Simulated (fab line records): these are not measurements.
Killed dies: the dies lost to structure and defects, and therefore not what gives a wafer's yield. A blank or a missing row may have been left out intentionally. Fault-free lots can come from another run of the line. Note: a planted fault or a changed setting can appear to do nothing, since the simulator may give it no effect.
Which tool was responsible?    flow gf180mcu    37 wafers from 13 lots sampled at 5 of the route's 602 steps

WHAT THE GAUGES READ, wafer by wafer
GF_DUAL_GATE_THK_MEAS_03. Usual: DUAL_GATE_OXIDATION_00_THK typically reads 10.92 nm, with standard deviation 0.19.
lot   measured      on             DUAL_GATE_OXIDATION_00_THK (nm)  flag
L600  day 7 16:54   film-metro-02  11.39 11.30 11.27                
L602  day 8 11:23   film-metro-01  10.75 10.64 10.72                
L603  day 8 14:37   film-metro-02  10.88 10.92 10.85                
L604  day 8 21:16   film-metro-01  10.82 11.12 10.94                
L605  day 9 05:58   film-metro-02  10.68 10.55 10.42                
L606  day 9 12:07   film-metro-02  10.80 11.12 10.76                
L607  day 9 17:56   film-metro-02  10.80 11.01 10.95                
L608  day 10 00:14  film-metro-04  10.99 10.76 11.04                
L609  day 10 06:51  film-metro-01  11.11 11.09 11.13                
L610  day 10 10:26  film-metro-02  10.57 10.77 10.68                
L612  day 11 05:31  film-metro-04  10.84 10.87 10.93                
L619  day 13 09:52  film-metro-02  11.26 11.11                      
L620  day 13 16:07  film-metro-04  10.76 10.70                      

GF_SAB_OVL_MEAS_10. Usual: SAB_OVL typically reads 0.6 nm, with standard deviation 1.7.
lot   measured      on          SAB_OVL (nm)    flag
L600  day 15 00:49  overlay-01  -0.3 -0.3 1.1   
L602  day 16 01:52  overlay-02  -1.6 -1.6 -0.9  
L603  day 16 09:01  overlay-01  -1.3 -0.7 -0.1  
L604  day 16 15:59  overlay-02  1.5 0.9 1.7     
L605  day 17 04:58  overlay-01  0.5 -1.6 -1.2   
L606  day 17 11:29  overlay-02  2.9 1.2 2.3     
L607  day 17 18:37  overlay-01  0.1 -1.4 -1.7   
L608  day 18 02:01  overlay-02  -0.7 -1.1 1.0   
L609  day 18 12:55  overlay-02  3.2 2.7 2.5     
L610  day 18 17:41  overlay-02  -0.6 -2.1 -0.5  
L612  day 19 19:43  overlay-02  0.3 1.1 -0.6    
L619  day 22 13:35  overlay-01  0.1 0.6         
L620  day 22 20:54  overlay-02  0.9 1.5         

EACH LOT AND THE TOOL THAT RAN IT (in order: tool; ch and the chambers of the sampled wafers; start)
lot   GF_POLY_GATE_ETCH_12                GF_HV_LDD_COAT_41                  GF_HV_LDD_STRIP_49
L600  rie-diel-01 ch 2,3, day 9 04:44     litho-track-04 ch 0, day 11 21:40  plasma-asher-04 ch 0,1, day 12 07:35
L602  rie-diel-03 ch 1,2, day 10 01:39    litho-track-01 ch 0, day 12 21:13  plasma-asher-02 ch 0,1, day 13 07:51
L603  rie-diel-01 ch 0,1,3, day 10 04:24  litho-track-01 ch 0, day 13 02:46  plasma-asher-04 ch 0,1, day 13 13:51
L604  rie-diel-03 ch 0,3, day 10 11:09    litho-track-01 ch 0, day 13 09:25  plasma-asher-02 ch 0,1, day 13 19:59
L605  rie-diel-01 ch 1,2, day 10 21:00    litho-track-04 ch 0, day 13 21:12  plasma-asher-04 ch 0,1, day 14 07:59
L606  rie-diel-03 ch 0,2, day 11 04:21    litho-track-01 ch 0, day 14 03:34  plasma-asher-04 ch 0,1, day 14 14:15
L607  rie-diel-04 ch 1,2,3, day 11 09:54  litho-track-03 ch 0, day 14 10:15  plasma-asher-02 ch 0,1, day 14 20:39
L608  rie-diel-04 ch 0,2,3, day 11 15:15  litho-track-01 ch 0, day 14 15:28  plasma-asher-04 ch 0,1, day 15 02:33
L609  rie-diel-04 ch 0,2,3, day 11 23:27  litho-track-01 ch 0, day 15 02:00  plasma-asher-02 ch 0,1, day 15 13:03
L610  rie-diel-03 ch 0,3, day 12 01:42    litho-track-01 ch 0, day 15 04:57  plasma-asher-02 ch 0,1, day 15 15:59
L612  rie-diel-04 ch 0,1, day 13 00:21    litho-track-01 ch 0, day 16 04:58  plasma-asher-02 ch 0,1, day 16 16:41
L619  rie-diel-04 ch 2,3, day 15 10:37    litho-track-01 ch 0, day 18 21:04  plasma-asher-02 ch 0,1, day 19 09:37
L620  rie-diel-01 ch 3, day 15 16:54      litho-track-01 ch 0, day 19 03:19  plasma-asher-01 ch 0,1, day 19 15:53
- GF_POLY_GATE_ETCH_12: etches BARC in N2/H2.
- GF_HV_LDD_COAT_41: resist thk 1000 nm.
- GF_HV_LDD_STRIP_49: strips in O2/N2.

WHAT THE TOOLS THEMSELVES READ (means of the sampled wafers that have a number; where no wafer has one, the mark that the record gives instead)
GF_POLY_GATE_ETCH_12. Usual: drypump-motor-current-A 5.7 A, standard deviation 0.32; n2-flow-sccm 99.98 sccm, standard deviation 0.29; oes-product-au 0.735 a.u., standard deviation 0.0045; rf-fwd-power-W 495.1 W, standard deviation 1.9; throttle-valve-pct 13.215 %, standard deviation 0.0086.
lot   tool         drypump-motor-current-A (A)  n2-flow-sccm (sccm)  oes-product-au (a.u.)  rf-fwd-power-W (W)  throttle-valve-pct (%)  flag
L600  rie-diel-01  5.7                          99.76                0.739                  494.5               13.216                  
L602  rie-diel-03  5.7                          100.17               0.737                  496.6               13.220                  
L603  rie-diel-01  5.6                          99.97                0.732                  494.6               13.210                  
L604  rie-diel-03  5.7                          100.18               0.732                  496.8               13.214                  
L605  rie-diel-01  5.6                          99.82                0.734                  495.1               13.216                  
L606  rie-diel-03  6.1                          99.89                0.736                  496.8               13.215                  
L607  rie-diel-04  5.5                          99.90                0.735                  495.7               13.223                  
L608  rie-diel-04  5.6                          100.04               0.739                  494.5               13.215                  
L609  rie-diel-04  5.5                          100.08               0.729                  495.8               13.226                  
L610  rie-diel-03  5.7                          100.19               0.733                  496.6               13.215                  
L612  rie-diel-04  5.4                          100.22               0.736                  494.6               13.208                  
L619  rie-diel-04  5.6                          99.49                0.734                  496.1               13.216                  
L620  rie-diel-01  5.5                          99.88                0.736                  491.5               13.206                  

GF_HV_LDD_STRIP_49. Usual: drypump-motor-current-A 5.3 A, standard deviation 0.38; heater-power-w 314 W, standard deviation 26; n2-flow-sccm 300.0 sccm, standard deviation 0.92; oes-product-au 0.716 a.u., standard deviation 0.0044; strip-time-to-endpoint-s 12.65 s, standard deviation 0.036.
lot   tool             drypump-motor-current-A (A)  heater-power-w (W)  n2-flow-sccm (sccm)  oes-product-au (a.u.)  strip-time-to-endpoint-s (s)  flag
L600  plasma-asher-04  5.6                          288                 298.6                0.714                  12.62                         
L602  plasma-asher-02  5.1                          330                 300.1                0.718                  12.62                         
L603  plasma-asher-04  5.6                          289                 300.2                0.720                  12.62                         
L604  plasma-asher-02  5.2                          329                 300.7                0.713                  12.66                         
L605  plasma-asher-04  5.4                          308                 299.8                0.719                  12.64                         
L606  plasma-asher-04  5.6                          291                 299.3                0.717                  12.71                         
L607  plasma-asher-02  5.2                          320                 300.0                0.719                  12.66                         
L608  plasma-asher-04  5.6                          290                 300.5                0.721                  12.67                         
L609  plasma-asher-02  5.1                          327                 299.7                0.712                  12.61                         
L610  plasma-asher-02  5.1                          330                 300.8                0.715                  12.69                         
L612  plasma-asher-02  5.1                          330                 300.3                0.716                  12.69                         
L619  plasma-asher-02  5.1                          328                 300.2                0.710                  12.38                         OFF
L620  plasma-asher-01  5.9                          368                 301.1                0.713                  12.53                         OFF

THE ANSWER, worked out from the rows above alone
Rule: take the mean of a lot's wafers that have a number; if it is more than 3 standard deviations from the usual mean, the lot is off. Also off: a lot with no number at a reading for which 4 or more lots have one. Where the step has rows for the other lots, those lots are counted as sound. After the gauges, taken in route order, come the tools' own readings; for these a lot's mean is taken, as printed above. At the first step where some lot is off, the reading lying furthest off is the one used; lots without a number count as furthest.
Off, at GF_HV_LDD_STRIP_49 on strip-time-to-endpoint-s: L619, L620.
A tool fits if, at that step or a process step before it, it ran every lot that is off, and no sound lot after the first of them. One fits: litho-track-01 at GF_HV_LDD_COAT_41. Its last sound lot is L612 (day 16 04:58), its first lot that is off L619 (day 18 21:04): a fault that began between those two fits.

WHAT THE SIMULATOR HAD INSERTED
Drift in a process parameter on litho-track-01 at GF_HV_LDD_COAT_41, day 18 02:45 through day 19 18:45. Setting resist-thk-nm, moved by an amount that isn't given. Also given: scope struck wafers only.
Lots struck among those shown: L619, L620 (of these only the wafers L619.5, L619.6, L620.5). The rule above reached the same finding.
